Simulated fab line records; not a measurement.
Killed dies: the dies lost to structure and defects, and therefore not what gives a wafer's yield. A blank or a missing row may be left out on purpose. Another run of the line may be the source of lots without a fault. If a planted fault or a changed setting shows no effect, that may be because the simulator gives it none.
Which tool is to blame?    flow gf180mcu    at 1 step of a route of 602, 6 lots with 16 wafers sampled

== WHAT THE GAUGES READ, wafer by wafer ==
GF_CONTACT_RS_MEAS_25: a four-point-probe measurement.
lot   measured      on             CONTACT_W_RS (ohm/sq)
L277  day 16 21:35  film-metro-04  0.387 0.380 0.382
L284  day 19 10:55  film-metro-04  0.387 0.386
L287  day 20 14:11  film-metro-04  0.387 0.388
L292  day 22 21:55  film-metro-03  0.383 0.385 0.387
L295  day 23 16:21  film-metro-03  0.385 0.388 0.386
L297  day 24 02:51  film-metro-03  0.385 0.391 0.389

== EACH LOT AND THE TOOL THAT RAN IT (in order: tool; ch and the chambers of the sampled wafers; start) ==
The record shows no process step preceding these readings.

== THE ANSWER, worked out from the rows above alone ==
Rule: the usual values come from the lots themselves. The widest of any qualifying gaps counts: lots, ordered by their means at a reading, are off when they make up no more than a third of the lots, leave a main group of 4 or more, and stand apart from it by 3 or more times the standard deviation of that group's means. The tables above print the reading to a certain number of digits; a main group whose means all agree to those digits is not used. Also off: a lot with no number at a reading for which 4 or more lots have one. All remaining lots with rows at the step are treated as sound.
No lot is off at any reading shown: from this, nothing can be told.

== WHAT THE SIMULATOR PUT IN ==
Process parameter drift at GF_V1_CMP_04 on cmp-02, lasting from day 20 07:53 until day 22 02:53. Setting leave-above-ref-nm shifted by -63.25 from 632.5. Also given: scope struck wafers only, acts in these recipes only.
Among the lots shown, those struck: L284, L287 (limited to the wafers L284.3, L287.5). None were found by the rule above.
